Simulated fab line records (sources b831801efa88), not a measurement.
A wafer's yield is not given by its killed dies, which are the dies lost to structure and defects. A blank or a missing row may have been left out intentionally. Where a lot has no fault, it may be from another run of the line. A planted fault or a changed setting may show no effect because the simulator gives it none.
fab line records -- flow sky130
[record] lots = 5, wafers = 15, last-day = 50
route steps=708 shown SONOS_TUNNEL@160 SONOS_ONO@168 GATE_OXIDE@187 PAD_OPEN@708
lots that met no fault: from a run of the same line without faults
start-h: the number of hours between the record's first day and the start of the first shown wafer of the lot -- wait-h: time in hours since the lot's previous step -- " identical to the entry in the row above -- L1.1+2: a single row standing in for several wafers -- - no value, or no start was given -- * or withheld: withheld -- < > ~ a bound
route shown NAME@n: NAME is a module with steps in the file, n the number in the route of the first one -- usual: mean and standard deviation over wafers with no fault -- same: alike in all rows -- chamber/n: place in a boat -- sites: the reading at each site -- _std_site: standard deviation across them -- _edge_site: mean of outer sites minus mean of inner sites -- radius-mm: how far each site lies from the wafer's centre -- mask NAME#n: copy n -- behind: the most recent tool/chamber to have shaped the wafer -- hold: why the lot went on hold/how many hours it stayed there/how the hold came to an end -- device: the n, p or np transistor that did not switch -- end of line: at the end of the route, the tests of the same wafers -- a step without rows: its recipe alone -- killed: dies that structure and defects cost at the first sort, which is not the same as the wafer's yield -- map: a wafer's dies, x killed, . not, _ none there
set.NAME: the setting the step ran with; set.NAME@STEP: the setting that earlier step ran with -- model.NAME: the simulator's own value behind a step, which no gauge read
lots seen at some steps along the route; tables by step, rows by wafer
services: from which hour (start-h, from the record's first day; less than 0 if before it) a tool's chamber was out of use, for how many hours, and why
[[steps]]
[step SKY_SONOS_TUNNEL_DEVELOP_06]
[recipe] resist = NOVOLAK, developer = TMAH, develop-time-s = 60, dev-temp-c = 23
[step SKY_SONOS_TUNNEL_IMPLANT_09]
[recipe] species = B, energy-kev = 20, dose-cm2 = 1e+12, tilt-deg = withheld
[step SKY_SONOS_TUNNEL_WET_ETCH_10]
[recipe] chemistry = dHF, target-depth-nm = 14, target = SiO2, dilution = 100:1, temp-c = 25, time-s = 280
[step SKY_SONOS_TUNNEL_STRIP_11]
[recipe] chemistry = SPM, time-s = 600, temp-c = 130
[step SKY_SONOS_TUNNEL_CLEAN_13]
[recipe] chemistry = dHF, time-s = 20, dilution = 100:1, dry = ipa-marangoni
[step SKY_SONOS_ONO_OXIDATION_00]
[recipe] temp-c = 800, ambient = O2, idle-temp-c = 700, ramp-up-c-per-min = 10, ramp-down-c-per-min = 3, stabilise-s = 600, purge-s = 300, target-thk-a = 26, ox-time-s = 1249
[step SKY_SONOS_ONO_CVD_02]
[recipe] material = Si3N4, precursor = DCS/NH3, target-thk-nm = 10.5, temp-c = 770, time-s = 180, pressure-mtorr = 250
[step SKY_SONOS_ONO_CVD_04]
[recipe] material = SiO2, precursor = SiH4/N2O, target-thk-nm = 5.7199, temp-c = 900, pressure-mtorr = 400
[usual] spike-tc-bottom-C = 914/4.1, spike-tc-centre-C = 900.0/1.2, spike-tc-lower-C = 901.2/1, spike-tc-top-C = 913.6/1.9, spike-tc-upper-C = 900.6/1.3, susceptor-temp-C = 900.0/0.39, zone-power-bottom-pct = 27.0/1.6, zone-power-centre-pct = 17.28/0.17, zone-power-lower-pct = 19.92/0.23, zone-power-upper-pct = 16.1/1.1
lot.wafer,tool,chamber,start-h,wait-h,spike-tc-bottom-C,spike-tc-centre-C,spike-tc-lower-C,spike-tc-top-C,spike-tc-upper-C,susceptor-temp-C,zone-power-bottom-pct,zone-power-centre-pct,zone-power-lower-pct,zone-power-upper-pct,model.SiO2_of_SONOS_ONO_CVD_04.thk-nm
L107.1,lpcvd-03,1,286.84,0.1,959,942.9,945.0,958.0,944.4,944.4,31.1,19.08,22.08,17.0,9.169
L107.4,lpcvd-03,1,286.84,0.1,961,943.2,945.1,958.5,945.8,943.1,31.7,19.78,22.36,16.8,9.189
L107.6,lpcvd-03,1,286.84,0.1,961,943.7,944.7,958.3,944.0,943.8,31.5,19.32,22.33,17.2,9.185
L108.1,lpcvd-03,1,291.14,0.1,961,942.9,945.2,958.6,947.0,944.4,31.5,19.11,22.30,17.3,9.222
L108.2,lpcvd-03,1,291.14,0.1,960,943.3,946.1,958.9,944.5,943.6,31.4,19.57,22.09,17.2,9.221
L108.6,lpcvd-03,1,291.14,0.1,962,942.4,946.0,958.2,945.9,944.0,31.3,18.99,21.96,17.2,9.16
L109.1,lpcvd-03,1,301.44,0.1,962,942.8,946.0,957.0,946.1,944.0,31.5,19.49,22.34,17.3,9.012
L109.4,lpcvd-03,1,301.44,0.1,963,945.4,947.4,958.0,945.5,944.5,31.3,19.23,22.12,16.9,9.074
L109.5,lpcvd-03,1,301.44,0.1,961,942.0,944.8,960.1,944.7,944.3,31.5,19.02,22.41,17.1,9.008
L123.2,lpcvd-03,1,410.68,0.0,917,897.7,902.3,915.8,900.5,900.2,27.9,17.19,19.77,14.8,5.657
L123.4,lpcvd-03,1,410.68,0.0,918,899.6,900.9,914.5,901.7,900.2,28.9,17.37,20.02,15.1,5.666
L123.5,lpcvd-03,1,410.68,0.0,915,899.1,900.0,915.0,900.0,899.7,27.9,17.21,19.63,15.1,5.637
L126.1,lpcvd-03,1,453.56,14.2,917,899.2,901.6,916.2,900.7,900.6,28.2,17.34,19.90,15.3,5.644
L126.2,lpcvd-03,1,453.56,14.2,916,900.0,901.7,913.8,900.3,901.3,28.2,17.25,19.56,15.3,5.566
L126.6,lpcvd-03,1,453.56,14.2,919,898.1,901.5,914.3,902.8,900.7,28.3,17.57,20.17,15.3,5.613
[step SKY_SONOS_ONO_THK_MEAS_05]
[recipe] reads = SiO2_of_SONOS_ONO_CVD_04
[usual] SONOS_ONO_CVD_04_THK = 5.67/0.1
lot.wafer,tool,chamber,start-h,wait-h,SONOS_ONO_CVD_04_THK[nm]
L107.1,film-metro-04,-,288.09,0.0,9.14
L107.4,film-metro-04,-,288.09,0.0,9.18
L107.6,film-metro-04,-,288.09,0.0,9.25
L108.1,film-metro-02,-,292.39,0.0,9.25
L108.2,film-metro-02,-,292.39,0.0,9.19
L108.6,film-metro-02,-,292.39,0.0,9.13
L109.1,film-metro-04,-,302.69,0.0,9.04
L109.4,film-metro-04,-,302.69,0.0,9.05
L109.5,film-metro-04,-,302.69,0.0,8.97
L123.2,film-metro-03,-,411.94,0.0,5.65
L123.4,film-metro-03,-,411.94,0.0,5.68
L123.5,film-metro-03,-,411.94,0.0,5.61
L126.1,film-metro-02,-,454.81,0.0,5.60
L126.2,film-metro-02,-,454.81,0.0,5.56
L126.6,film-metro-02,-,454.81,0.0,5.63
[step SKY_SONOS_ONO_DEHYDRATE_06]
[recipe] temp-c = 200, time-s = 60
[step SKY_SONOS_ONO_HMDS_07]
[recipe] prime-time-s = 60, prime-temp-c = 120
[step SKY_SONOS_ONO_COAT_08]
[recipe] resist = NOVOLAK, spin-rpm = 3000, resist-thk-nm = 1140
[step SKY_SONOS_ONO_SOFTBAKE_09]
[recipe] temp-c = 90, time-s = 60, resist = NOVOLAK
[step SKY_SONOS_ONO_EXPOSE_10]
[recipe] mask-id = ONOM, target-cd-nm = 410, na = 0.6, source-shape = conventional, sigma-outer = 0.6, dose-mj = 150
[step SKY_SONOS_ONO_PEB_11]
[recipe] temp-c = withheld, time-s = *, resist = NOVOLAK
[step SKY_SONOS_ONO_DEVELOP_12]
[recipe] develop-time-s = 60, dev-temp-c = 23
[step SKY_SONOS_ONO_ETCH_15]
[recipe] target-depth-nm = 19.52, chemistry = CHF3/O2, source-w = 600, bias-w = 200, pressure-mtorr = 40, chf3-flow-sccm = 50, O2_flow_sccm = 5, time-s = 7.8
[step SKY_SONOS_ONO_WET_ETCH_16]
[recipe] chemistry = dHF, target-depth-nm = 14, dry = n2-spin, target = SiO2, dilution = 100:1, temp-c = 25, time-s = 280
[step SKY_SONOS_ONO_STRIP_17]
[recipe] chemistry = O2/N2, power-w = 1400, pressure-mtorr = 1500, platen-temp-c = withheld, o2-flow-sccm = 3000, n2-flow-sccm = 300, overash-fraction = 0.5
[step SKY_SONOS_ONO_WET_ETCH_18]
[recipe] chemistry = H3PO4, target-depth-nm = 15, target = Si3N4, temp-c = 160, time-s = 172
[step SKY_GATE_OXIDE_CLEAN_00]
[recipe] chemistry = SC1/SC2, mix = 1:4:20, temp-c = 70, time-s = 150, dry = n2-spin
[step SKY_GATE_OXIDE_OXIDATION_01]
[recipe] temp-c = 900, ambient = O2, stabilise-s = 600, purge-s = 300, target-thk-a = 102.68, ox-time-s = 1473
[step SKY_GATE_OXIDE_DEHYDRATE_03]
[recipe] temp-c = 200, time-s = 60
[step SKY_GATE_OXIDE_HMDS_04]
[recipe] prime-time-s = 60, prime-temp-c = 120
[step SKY_GATE_OXIDE_COAT_05]
[recipe] resist = NOVOLAK, spin-rpm = 3000, resist-thk-nm = 1140
[step SKY_GATE_OXIDE_SOFTBAKE_06]
[recipe] temp-c = 90, time-s = 60, resist = NOVOLAK
[step SKY_GATE_OXIDE_EXPOSE_07]
[recipe] mask-id = LVOM, na = 0.6, source-shape = conventional, sigma-outer = 0.6, polarization = unpolarized, target-cd-nm = 600, dose-mj = 170
[step SKY_GATE_OXIDE_PEB_08]
[recipe] temp-c = withheld, time-s = *, resist = NOVOLAK
[step SKY_GATE_OXIDE_DEVELOP_09]
[recipe] resist = NOVOLAK, developer = TMAH, develop-time-s = 60, dev-temp-c = 23
[step SKY_GATE_OXIDE_IMPLANT_11]
[recipe] species = B, energy-kev = 10, dose-cm2 = 2.6e+12, tilt-deg = withheld
[step SKY_GATE_OXIDE_WET_ETCH_12]
[recipe] chemistry = dHF, target-depth-nm = 16.8, dry = n2-spin, target = SiO2, dilution = 100:1, temp-c = 25, time-s = 336
[step SKY_GATE_OXIDE_STRIP_13]
[recipe] chemistry = O2/N2, power-w = 1400, pressure-mtorr = 1500, platen-temp-c = withheld, o2-flow-sccm = 3000, n2-flow-sccm = 300, overash-fraction = 0.5
[step SKY_GATE_OXIDE_CLEAN_15]
[recipe] chemistry = SC1/SC2, mix = 1:4:20, temp-c = 70, time-s = 150, dry = n2-spin
lot.wafer,tool,chamber,start-h,wait-h,model.SiO2_of_SONOS_ONO_CVD_04.thk-nm
L107.1,wet-bench-01,2,342.23,0.1,7.655
L107.4,wet-bench-01,2,342.23,0.1,7.676
L107.6,wet-bench-01,2,342.23,0.1,7.675
L108.1,wet-bench-03,1,347.92,0.1,7.691
L108.2,wet-bench-03,1,347.92,0.1,7.689
L108.6,wet-bench-03,1,347.92,0.1,7.634
L109.1,wet-bench-01,1,358.70,0.1,7.498
L109.4,wet-bench-01,1,358.70,0.1,7.556
L109.5,wet-bench-01,1,358.70,0.1,7.488
L123.2,wet-bench-03,0,479.27,0.0,4.132
L123.4,wet-bench-03,0,479.27,0.0,4.138
L123.5,wet-bench-03,0,479.27,0.0,4.113
L126.1,wet-bench-03,2,517.98,0.1,4.125
L126.2,wet-bench-03,2,517.98,0.1,4.049
L126.6,wet-bench-03,2,517.98,0.1,4.094
[step SKY_PAD_OPEN_PROBE_99]
[usual] killed_at_M0_to_M3 = 43/7.2, killed_at_M4_up = 3.0/1.7, killed-at-contacts = 24/5.3, killed-at-front-end = 15/4.6, killed-at-other = 0.3/0.5, killed-dies = 85/10, killed-open = 46/7.2, killed-short = 39/6.4
[same] gross-dies = 492, killed-at-back-side = 0
lot.wafer,tool,chamber,start-h,wait-h,killed_at_M0_to_M3,killed_at_M4_up,killed-at-contacts,killed-at-front-end,killed-at-other,killed-dies,killed-open,killed-short
L108.1,prober-01,-,1106.09,0.1,47,0,23,18,0,88,47,41
L108.2,prober-01,-,1106.14,0.1,50,2,27,17,1,97,51,46
L108.6,prober-01,-,1106.34,0.2,32,5,30,18,0,85,49,36
L126.1,prober-01,-,1207.35,0.1,40,4,32,14,0,90,57,33
L126.2,prober-01,-,1207.40,0.1,35,0,27,17,1,80,51,29
L126.6,prober-01,-,1207.60,0.2,46,4,27,10,0,87,43,44
// killed by level:class
L108.1 VIA1:geometric-particle:open=15 FIELD_ISO:geometric-particle:short=6 LI_CONTACT:geometric-particle:open=6 VIA2:geometric-particle:open=6 CONTACT:geometric-particle:open=6 METAL1:geometric-particle:short=5 VIA3:geometric-particle:short=5 FIELD_ISO:geometric-particle:open=4
L108.2 CONTACT:geometric-particle:open=12 VIA1:geometric-particle:open=9 LI_CONTACT:geometric-particle:open=8 METAL2:geometric-particle:short=7 VIA3:geometric-particle:open=7 POLY_GATE:geometric-particle:short=6 METAL1:geometric-particle:short=6 FIELD_ISO:geometric-particle:short=5
L108.6 VIA1:geometric-particle:open=12 LI_CONTACT:geometric-particle:open=9 CONTACT:geometric-particle:open=7 LOCAL_INTERCONNECT:geometric-particle:short=7 FIELD_ISO:geometric-particle:short=6 METAL4:geometric-particle:short=5 FIELD_ISO:geometric-particle:open=4 POLY_GATE:geometric-particle:open=4
L126.1 CONTACT:geometric-particle:open=14 VIA1:geometric-particle:open=10 LI_CONTACT:geometric-particle:open=10 VIA2:geometric-particle:open=9 METAL1:geometric-particle:short=6 CONTACT:geometric-particle:short=5 VIA3:geometric-particle:open=5 FIELD_ISO:geometric-particle:open=4
L126.2 VIA1:geometric-particle:open=13 CONTACT:geometric-particle:open=9 LI_CONTACT:geometric-particle:open=8 POLY_GATE:geometric-particle:open=6 VIA2:geometric-particle:open=6 CONTACT:geometric-particle:short=5 VIA1:geometric-particle:short=4 FIELD_ISO:geometric-particle:open=3
L126.6 CONTACT:geometric-particle:open=8 METAL1:geometric-particle:short=8 LI_CONTACT:geometric-particle:open=6 METAL2:geometric-particle:short=6 CONTACT:geometric-particle:short=5 METAL1:geometric-particle:open=5 VIA3:geometric-particle:open=5 LI_CONTACT:geometric-particle:short=4
[[services]]
tool,chamber,start-h,hours,kind
lpcvd-03,-,267.82,0.6,repair
wet-bench-01,-,276.32,6.5,repair
lpcvd-03,-,342.25,1.3,repair
wet-bench-03,-,391.86,4.4,pm
lpcvd-03,-,438.96,14.6,pm
[[key]]
[first-sign] step = SKY_SONOS_ONO_CVD_04, reading = susceptor-temp-C, direction = up, sigmas = 99+, usual = *, struck = *
[effect] step = SKY_SONOS_ONO_CVD_04, reading = spike-tc-lower-C, direction = up, sigmas = 44, usual = 901.2, struck = 945.6
[effect] step = SKY_SONOS_ONO_THK_MEAS_05, reading = SONOS_ONO_CVD_04_THK, direction = up, sigmas = 34, usual = 5.67, struck = 9.13
[model-effect] step = SKY_SONOS_ONO_CVD_04, value = SiO2_of_SONOS_ONO_CVD_04.thk-nm, without = 5.718, struck = 9.138
[model-effect] step = SKY_GATE_OXIDE_CLEAN_15, value = SiO2_of_SONOS_ONO_CVD_04.thk-nm, without = 4.198, struck = 7.618
met-at SKY_SONOS_ONO_CVD_04
struck-wafers L107.1,L107.4,L107.6,L108.1,L108.2,L108.6,L109.1,L109.4,L109.5
tester-left-out L107,L108,L109
[fault] kind = process-parameter-drift, tool = lpcvd-03, chamber = 1, onset-h = 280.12, steps = SKY_SONOS_ONO_CVD_04, channel = temp-c, offset = *, shape = step, end-h = 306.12, stated = *
// tester-left-out: of these lots the tester's yield and bins aren't shown, on N5 and GAA mostly nor the transistor test; their killed dies are dies lost to structure and defects alone, not to doping, threshold or leakage, so they don't give the yield
